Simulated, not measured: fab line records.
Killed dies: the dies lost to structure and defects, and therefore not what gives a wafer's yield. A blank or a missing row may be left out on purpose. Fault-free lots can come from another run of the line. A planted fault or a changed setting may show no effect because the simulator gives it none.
Matching of chambers | flow sky130 | rie diel-01 running SKY_VIA1_ETCH_15: 4 sister chambers
The step etches SiO2 in C4F8/O2/Ar, stops on TiN, target depth 351 nm, time 54 s. 27 wafers are shown with their chamber, then 12 later ones without.

## WAFERS, EACH WITH ITS CHAMBER
wafer  | chamber | oes product au (a.u.) | bias w (W)
L075.2 | 1       | 0.977                 | 1205
L075.5 | 1       | 0.970                 | 1204
L075.6 | 0       | 0.980                 | 1198
L076.2 | 0       | 0.983                 | 1198
L076.3 | 3       | 0.988                 | 1201
L076.6 | 3       | 0.986                 | 1196
L081.3 | 2       | 0.983                 | 1200
L081.4 | 0       | 0.987                 | 1198
L081.6 | 1       | 0.971                 | 1205
L082.1 | 0       | 0.971                 | 1197
L082.2 | 3       | 0.985                 | 1203
L082.5 | 1       | 0.977                 | 1196
L084.2 | 3       | 0.981                 | 1199
L084.4 | 0       | 0.978                 | 1204
L084.6 | 3       | 0.990                 | 1200
L086.2 | 0       | 0.972                 | 1198
L086.4 | 2       | 0.989                 | 1205
L086.6 | 0       | 0.978                 | 1201
L088.1 | 1       | 0.986                 | 1202
L088.2 | 0       | 0.986                 | 1199
L088.3 | 2       | 0.981                 | 1205
L090.1 | 2       | 0.971                 | 1201
L090.3 | 0       | 0.966                 | 1195
L090.5 | 0       | 0.979                 | 1200
L089.2 | 1       | 0.980                 | 1199
L089.4 | 2       | 0.984                 | 1193
L089.6 | 0       | 0.972                 | 1194

SIGNATURES, as means of the wafers listed above
reading        | chamber 0 | chamber 1 | chamber 2 | chamber 3 | scatter within a chamber
oes product au | 0.97745   | 0.97683   | 0.98160   | 0.98600   | 0.00602
bias w         | 1198.36   | 1201.83   | 1200.80   | 1199.80   | 3.39
Rule: a wafer's distance from a chamber is the root of the sum, over the readings, of the square of ((its reading less the chamber's mean) divided by the reading's scatter). If the next closest chamber is less than 2 further off than the closest, the wafer can't be placed; otherwise it belongs to the closest. How the scatter is found: for the shown wafers, subtract from each reading the mean of its chamber, square and add these, divide the total by (wafers less chambers), then take the root.

## WAFERS WITHOUT THEIR CHAMBER
wafer  | oes product au (a.u.) | bias w (W)
L091.1 | 0.981                 | 1194
L091.2 | 0.985                 | 1202
L091.4 | 0.979                 | 1199
L093.1 | 0.983                 | 1196
L093.3 | 0.986                 | 1208
L093.6 | 0.978                 | 1202
L095.3 | 0.978                 | 1200
L095.4 | 0.985                 | 1202
L095.5 | 0.977                 | 1201
L096.1 | 0.985                 | 1204
L096.2 | 0.990                 | 1204
L096.5 | 0.979                 | 1205

## WHICH CHAMBER EACH ONE RAN IN
wafer  | from the rows above               | in truth
L091.1 | can't be placed: 0 or 3 or 2 or 1 | 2
L091.2 | can't be placed: 2 or 3 or 1 or 0 | 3
L091.4 | can't be placed: 0 or 2 or 1 or 3 | 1
L093.1 | can't be placed: 0 or 3 or 2 or 1 | 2
L093.3 | can't be placed: 2 or 1 or 3 or 0 | 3
L093.6 | can't be placed: 1 or 2 or 0 or 3 | 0
L095.3 | can't be placed: 0 or 1 or 2 or 3 | 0
L095.4 | can't be placed: 2 or 3 or 1 or 0 | 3
L095.5 | can't be placed: 1 or 2 or 0 or 3 | 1
L096.1 | can't be placed: 2 or 3 or 1 or 0 | 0
L096.2 | can't be placed: 3 or 2 or 1 or 0 | 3
L096.5 | can't be placed: 1 or 2 or 3 or 0 | 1
0 of 12 placed correctly. Cannot be placed on the basis of these rows: 12; the candidates contain the true chamber in 12. 0 placed wrongly.
